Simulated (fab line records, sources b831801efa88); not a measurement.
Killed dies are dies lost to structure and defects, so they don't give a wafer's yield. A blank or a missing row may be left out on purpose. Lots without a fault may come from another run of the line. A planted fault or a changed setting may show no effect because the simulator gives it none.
One fault seen from 2 desks | flow sky130 | each desk has only its own numbers; what lay behind them comes last

THE METROLOGY DESK
What the gauges read, lot by lot, whatever tool the lot ran on: means of the sampled wafers that have a number. A lot is out of limits, marked OUT, if its mean lies more than 4 standard deviations from the usual mean; the brackets give that distance.
Columns: A = GATE_OXIDE_OXIDATION_00_THK at SKY_GATE_OXIDE_THK_MEAS_02, usual 10.27 nm
lot  | first seen here | A
L609 | day 13 12:55    | 10.22
L612 | day 14 10:21    | 10.18
L613 | day 14 16:26    | 10.18
L617 | day 16 05:44    | 9.71
L618 | day 16 07:08    | 9.86
L624 | day 18 12:00    | 10.38
L627 | day 19 19:09    | 10.25
L628 | day 19 22:15    | 10.03
L629 | day 20 08:33    | 10.25
L630 | day 20 13:44    | 10.31
This desk's finding: nothing out of limits on any of the 10 lots.

THE TOOL OWNER'S DESK: furnace-02
The tool's own readings at SKY_GATE_OXIDE_OXIDATION_01 (stabilise 600 s, purge 300 s, target thk 10.268 nm): means of the sampled wafers that have a number, for each lot that ran on this tool. A lot is out of limits, marked OUT, if its mean lies more than 4 standard deviations from the usual mean; the brackets give that distance.
Columns: A = spike_tc_centre_C at SKY_GATE_OXIDE_OXIDATION_01, usual 900.3 C; B = spike_tc_top_C at SKY_GATE_OXIDE_OXIDATION_01, usual 910.7 C; C = spike_tc_upper_C at SKY_GATE_OXIDE_OXIDATION_01, usual 900.1 C; D = zone_power_centre_pct at SKY_GATE_OXIDE_OXIDATION_01, usual 18.07 %; E = zone_power_lower_pct at SKY_GATE_OXIDE_OXIDATION_01, usual 18.8 %; F = zone_power_top_pct at SKY_GATE_OXIDE_OXIDATION_01, usual 39.5 %; G = zone_power_upper_pct at SKY_GATE_OXIDE_OXIDATION_01, usual 17.2 %
lot  | first seen here | A               | B     | C                | D              | E              | F    | G
L609 | day 13 11:30    | 899.8           | 910.6 | 899.5            | 18.00          | 19.0           | 41.2 | 16.6
L617 | day 16 04:19    | 866.5 (-34) OUT | 909.7 | 905.1 (+4.5) OUT | 5.72 (-69) OUT | 25.8 (+15) OUT | 40.2 | 22.8 (+8.4) OUT
L618 | day 16 05:43    | 866.1 (-34) OUT | 909.4 | 904.9 (+4.4) OUT | 5.73 (-69) OUT | 26.2 (+16) OUT | 40.1 | 22.7 (+8.2) OUT
L627 | day 19 17:43    | 900.9           | 910.1 | 900.7            | 18.10          | 19.0           | 41.1 | 16.7
L628 | day 19 20:49    | 901.9           | 909.9 | 900.5            | 18.01          | 18.9           | 41.2 | 16.6
L630 | day 20 12:19    | 900.6           | 909.8 | 900.5            | 18.16          | 19.2           | 40.9 | 16.8
This desk's finding: out of limits on L617, L618; first on L617, day 16 04:19 (spike_tc_centre_C at SKY_GATE_OXIDE_OXIDATION_01). In limits: L609, L627, L628, L630.

PUT TOGETHER
The tool owner's desk could have raised an alarm at day 16 04:19, on L617, L618.
The metrology desk saw nothing out of limits.
The metrology desk has L617, L618 on record, within its limits.
Of the lots named, all ran SKY_GATE_OXIDE_OXIDATION_01 on furnace-02.

WHAT THE SIMULATOR HAD PUT IN
Process parameter drift: furnace-02, from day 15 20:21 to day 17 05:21, at SKY_GATE_OXIDE_OXIDATION_01. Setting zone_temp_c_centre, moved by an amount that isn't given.
Lots struck among those shown: L617, L618.
Hours from the fault's start to each desk's first reading out of limits: the tool owner's desk, 8.
